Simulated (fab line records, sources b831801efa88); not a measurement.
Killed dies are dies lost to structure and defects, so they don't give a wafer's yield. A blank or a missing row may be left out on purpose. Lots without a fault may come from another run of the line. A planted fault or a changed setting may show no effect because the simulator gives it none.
Which tool did it? | flow sky130 | 11 lots, 33 wafers sampled, at 3 steps of a route of 708

WHAT THE GAUGES READ, wafer by wafer
SKY_LDD_N_TW_MEAS_17.
lot  | measured     | on            | LDD_N_TW
L924 | day 20 07:41 | film_metro-03 | 2621 2625 2609
L927 | day 21 09:02 | film_metro-04 | 2812 2815 2809
L926 | day 21 13:04 | film_metro-01 | 2862 2854 2845
L928 | day 21 13:44 | film_metro-04 | 2581 2574 2583
L933 | day 23 21:44 | film_metro-03 | 2601 2634 2608
L934 | day 24 00:23 | film_metro-04 | 2576 2582 2577
L935 | day 24 19:25 | film_metro-01 | 2606 2616 2604
L936 | day 25 00:56 | film_metro-03 | 2605 2600 2603
L938 | day 25 23:37 | film_metro-03 | 2615 2617 2605
L939 | day 26 07:11 | film_metro-03 | 2616 2595 2602
L940 | day 26 13:44 | film_metro-01 | 2606 2588 2606

WHICH TOOL RAN EACH LOT (tool, then ch and the chambers of the sampled wafers, then the start)
lot  | SKY_LDD_N_IMPLANT_10            | SKY_LDD_N_STRIP_16
L924 | implanter-01 ch 0, day 20 06:43 | plasma_asher-04 ch 0,1, day 20 07:36
L927 | implanter-03 ch 0, day 21 08:02 | plasma_asher-04 ch 1, day 21 08:55
L926 | implanter-03 ch 0, day 21 12:04 | plasma_asher-02 ch 0,1, day 21 12:58
L928 | implanter-02 ch 0, day 21 12:44 | plasma_asher-03 ch 0,1, day 21 13:38
L933 | implanter-02 ch 0, day 23 20:46 | plasma_asher-04 ch 0,1, day 23 21:39
L934 | implanter-02 ch 0, day 23 22:55 | plasma_asher-02 ch 0,1, day 24 00:17
L935 | implanter-03 ch 0, day 24 18:25 | plasma_asher-04 ch 0,1, day 24 19:19
L936 | implanter-01 ch 0, day 24 23:56 | plasma_asher-03 ch 0,1, day 25 00:50
L938 | implanter-01 ch 0, day 25 22:37 | plasma_asher-04 ch 0,1, day 25 23:31
L939 | implanter-02 ch 0, day 26 06:11 | plasma_asher-02 ch 0,1, day 26 07:04
L940 | implanter-03 ch 0, day 26 12:44 | plasma_asher-02 ch 0,1, day 26 13:38
- SKY_LDD_N_IMPLANT_10
- SKY_LDD_N_STRIP_16: strips in O2/N2.

THE ANSWER, worked out from the rows above alone
Rule: what is usual is taken from the lots themselves. Put in order of their means at a reading, lots are off if they are a third of the lots or fewer, leave a main group of 4 or more, and stand apart from it by a gap of 3 or more times the standard deviation of the main group's means; of several such gaps the widest counts. A main group whose means are all the same, to the digits that the tables above print for the reading, isn't used. A lot without any number at a reading at which 4 lots or more have one is off too. The other lots that the step has rows for count as sound.
Off: L927, L926, at SKY_LDD_N_TW_MEAS_17 (LDD_N_TW). The main group: mean 2602, standard deviation 14.
A tool fits if, at a process step before that reading, it ran every lot that is off, and no sound lot after the first of them. The gauges at SKY_LDD_N_TW_MEAS_17 are tried like those tools. None of those tried fits.

WHAT THE SIMULATOR HAD PUT IN
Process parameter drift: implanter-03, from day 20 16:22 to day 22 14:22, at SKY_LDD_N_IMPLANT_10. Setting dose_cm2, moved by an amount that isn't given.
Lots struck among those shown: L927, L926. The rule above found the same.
